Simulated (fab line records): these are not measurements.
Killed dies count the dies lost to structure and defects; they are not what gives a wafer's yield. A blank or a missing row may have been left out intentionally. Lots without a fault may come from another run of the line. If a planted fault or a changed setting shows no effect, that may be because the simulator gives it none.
A struck lot beside a sound one ; flow sky130 ; 15 out of 708 route steps
Sound: wafers L427.3, L427.5, L427.6. Wafers struck: L431.1, L431.3, L431.4. At the end, the cause is stated.
At each step with rows: each side's tool, then ch and its chambers, then its first start. Under that, the readings that differ: sound wafers ; struck wafers ; difference of the means ; sigmas: that difference in standard deviations of wafers without a fault.
alike: readings with means less than 2 such deviations apart, plus words and numbers identical on both sides. not compared: withheld readings, readings lacking a value on some wafer, bounds such as >300 that could conceal the same value, and numbers that have no deviation in the record and whose values overlap.
A row with sigmas, a row that says differs or no value, or rows on one side alone: a step with any of these is where the two part. Non-overlapping numbers with no deviation appear without sigmas and do not part them. Lack of a reading on every wafer of one side parts them only where that side has two or more wafers.

first, 4 steps without rows for these wafers: SKY_FIELD_ISO_SOFTBAKE_09 (time 90 s); SKY_FIELD_ISO_EXPOSE_10 (exposes mask FOM, target cd 150 nm); SKY_FIELD_ISO_PEB_11; SKY_FIELD_ISO_DEVELOP_12 (develop time 60 s).
SKY_FIELD_ISO_CD_MEAS_13 targets a cd of 150 nm.
  struck on cd sem-01, day 3 16:43; sound on cd sem-02, day 2 20:50
  alike: cd nm
SKY_FIELD_ISO_ETCH_14: etches BARC in N2/H2, stops on SiO2, time 45.9 s, target depth 60 nm.
  sound on rie diel-02 ch 2,3, day 2 20:55; struck on rie diel-02 ch 1,2,3, day 3 16:50
  alike: chamber pressure mTorr, drypump motor current A, oes product au, run length s, throttle valve pct
  not compared: rf hours counter h
SKY_FIELD_ISO_ETCH_15: etches the open film in CHF3/O2, stops on Si, target depth 180 nm, time 72 s.
  sound on rie diel-02 ch 2,3, day 2 20:58; struck on rie diel-02 ch 1,2,3, day 3 16:53
  alike: chamber pressure mTorr, chf3 flow sccm, drypump motor current A, oes product au, run length s, throttle valve pct
  not compared: rf hours counter h
SKY_FIELD_ISO_STRIP_16: strips in O2/N2.
  sound on plasma asher-01 ch 0,1, day 2 21:03; struck on plasma asher-02 ch 0,1, day 3 16:56
  alike: chamber pressure mTorr, drypump motor current A, oes product au, strip time to endpoint s
  not compared: rf hours counter h
SKY_FIELD_ISO_ETCH_17: etches Si in HBr/Cl2/O2, target depth 342 nm, time 97.7 s.
  sound on rie si-01 ch 0,1, day 2 21:07; struck on rie si-02 ch 0,1,2, day 3 17:02
reading;sound;struck;difference;sigmas
run length s (s);126.4 126.3 127.0;125.2 126.3 125.5;-0.9;-2
  alike: chamber pressure mTorr, drypump motor current A, oes product au, throttle valve pct
  not compared: rf hours counter h
then, 3 steps without rows for these wafers: SKY_FIELD_ISO_WET_ETCH_18 (etches Si3N4 in H3PO4, target depth 25 nm, time 286 s); SKY_FIELD_ISO_CLEAN_19 (cleans in SC1/SC2, time 150 s); SKY_FIELD_ISO_CLEAN_20 (cleans in dHF, time 20 s).
SKY_FIELD_ISO_WET_ETCH_21: etches SiO2 in dHF, target depth 20 nm, time 400 s.
  sound on wet bench-04 ch 3, day 2 21:22; struck on wet bench-04 ch 3, day 3 17:16
reading;sound;struck;difference;sigmas
run length s (s);424 424 424;462 462 462;+38;+11
  alike: bath heat duty pct
then, 2 steps without rows for these wafers: SKY_FIELD_ISO_OXIDATION_22 (stabilise 600 s, purge 300 s, target thk 10 nm); SKY_PAD_OPEN_PROBE_99.

WHERE THEY PART
Earliest at SKY_FIELD_ISO_ETCH_17; latest, in this record, at SKY_FIELD_ISO_WET_ETCH_21.

WHY: the cause the simulator had injected
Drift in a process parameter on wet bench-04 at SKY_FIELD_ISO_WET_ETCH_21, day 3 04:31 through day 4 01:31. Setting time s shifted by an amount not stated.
